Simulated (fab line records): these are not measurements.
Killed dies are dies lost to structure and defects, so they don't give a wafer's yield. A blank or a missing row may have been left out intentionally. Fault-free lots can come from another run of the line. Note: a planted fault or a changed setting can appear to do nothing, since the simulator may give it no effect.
Struck lot and sound lot, side by side :: flow sky130 :: 24 steps out of a route of 708
Sound: the wafers L830.1, L830.3, L830.4. Wafers struck: L843.3, L843.4, L843.5. The cause comes at the end.
At each step with rows: each side's tool, then ch and its chambers, then its first start. Under that, the readings that differ: sound wafers :: struck wafers :: difference of the means :: sigmas: that difference in standard deviations of wafers without a fault.
alike: readings with means less than 2 such deviations apart, plus words and numbers identical on both sides. not compared: withheld readings, readings lacking a value on some wafer, bounds such as >300 that could conceal the same value, and numbers that have no deviation in the record and whose values overlap.
The two part at a step that has a row with sigmas, a row that says differs or no value, or rows on one side only. Numbers that don't overlap but have no deviation are shown without sigmas and don't part them. Lack of a reading on every wafer of one side parts them only where that side has two or more wafers.

first, 5 steps without rows for these wafers: SKY_LDD_HVP_COAT_02 (resist thk 300 nm); SKY_LDD_HVP_SOFTBAKE_03 (time 60 s); SKY_LDD_HVP_EXPOSE_04 (exposes mask HVPTM, target cd 700 nm); SKY_LDD_HVP_PEB_05; SKY_LDD_HVP_DEVELOP_06 (develop time 60 s).
SKY_LDD_HVP_OVL_MEAS_07:
  sound on overlay-02, day 23 08:56; struck on overlay-02, day 27 12:40
  alike: LDD_HVP_OVL
after that, 1 step had no rows for these wafers: SKY_LDD_HVP_IMPLANT_08.
SKY_LDD_HVP_STRIP_09: strips in O2/N2.
  sound on plasma_asher-03 ch 0,1, day 23 09:07; struck on plasma_asher-03 ch 0,1, day 27 12:52
  alike: drypump_motor_current_A, oes_product_au, strip_time_to_endpoint_s
  not compared: rf_hours_counter_h
SKY_LDD_HVP_TW_MEAS_10:
  sound on film_metro-01, day 23 09:13; struck on film_metro-01, day 27 12:58
  alike: LDD_HVP_TW
then, 3 steps without rows for these wafers: SKY_LDD_LDN_DEHYDRATE_00 (time 60 s); SKY_LDD_LDN_HMDS_01 (prime time 60 s); SKY_LDD_LDN_COAT_02 (resist thk 1140 nm).
SKY_LDD_LDN_SOFTBAKE_03: time 60 s.
  sound on litho_track-02 ch 0, day 23 23:50; struck on litho_track-04 ch 0, day 28 03:45
reading: heater_power_total_W (W)
sound: 56.62 56.60 56.62
struck: 60.63 60.64 60.54
difference: +3.99
sigmas: +97

reading: plate_temp_C (C)
sound: 89.95 89.94 89.83
struck: 94.67 94.31 94.48
difference: +4.58
sigmas: +38

reading: model.NOVOLAK_of_LDD_LDN_COAT_02.thk_nm (nm)
sound: 1139 1140 1142
struck: 1126 1123 1126
difference: -15
sigmas: 
then, 2 steps without rows for these wafers: SKY_LDD_LDN_EXPOSE_04 (exposes mask LDNTM, target cd 700 nm); SKY_LDD_LDN_PEB_05.
SKY_LDD_LDN_DEVELOP_06: develop time 60 s.
  sound on litho_track-02 ch 0, day 24 14:38; struck on litho_track-02 ch 0, day 28 17:35
reading: model.NOVOLAK_of_LDD_LDN_COAT_02.thk_nm (nm)
sound: 1139 1139 1141
struck: 1126 1122 1126
difference: -15
sigmas: 
SKY_LDD_LDN_OVL_MEAS_07:
  sound on overlay-01, day 24 14:47; struck on overlay-01, day 28 17:41
  alike: LDD_LDN_OVL
then, 4 steps without rows for these wafers: SKY_LDD_LDN_IMPLANT_08; SKY_LDD_LDN_IMPLANT_09; SKY_LDD_LDN_IMPLANT_10; SKY_LDD_LDN_IMPLANT_11.
SKY_LDD_LDN_STRIP_12: strips in O2/N2.
  sound on plasma_asher-02 ch 0,1, day 24 15:25; struck on plasma_asher-04 ch 0,1, day 28 18:21
reading: strip_time_to_endpoint_s (s)
sound: 14.15 14.15 14.19
struck: 14.03 13.98 14.01
difference: -0.16
sigmas: -5
  alike: drypump_motor_current_A, oes_product_au
  not compared: rf_hours_counter_h
SKY_LDD_LDN_TW_MEAS_13:
  sound on film_metro-02, day 24 15:31; struck on film_metro-03, day 28 18:26
  alike: LDD_LDN_TW
-- record jumps: 21 days separate the struck wafers' starts on either side; left off in module LDD_LDN, taken up again in module PAD_OPEN, whose first shown step is the route's number 708 --
SKY_PAD_OPEN_PROBE_99:
  sound on prober-01, day 47 00:36; struck on prober-01, day 49 22:11
  alike: killed_at_M0_to_M3, killed_at_M4_up, killed_at_contacts, killed_at_front_end, killed_at_other, killed_dies, killed_open, killed_short

WHERE THEY PART
First at SKY_LDD_LDN_SOFTBAKE_03; last, within this record, at SKY_LDD_LDN_STRIP_12. Later steps at which nothing parts them and some readings are alike: SKY_LDD_LDN_TW_MEAS_13, SKY_PAD_OPEN_PROBE_99.

WHY: what the simulator had put in
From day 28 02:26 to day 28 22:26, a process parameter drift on litho_track-04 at SKY_LDD_LDN_SOFTBAKE_03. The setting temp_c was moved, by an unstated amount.
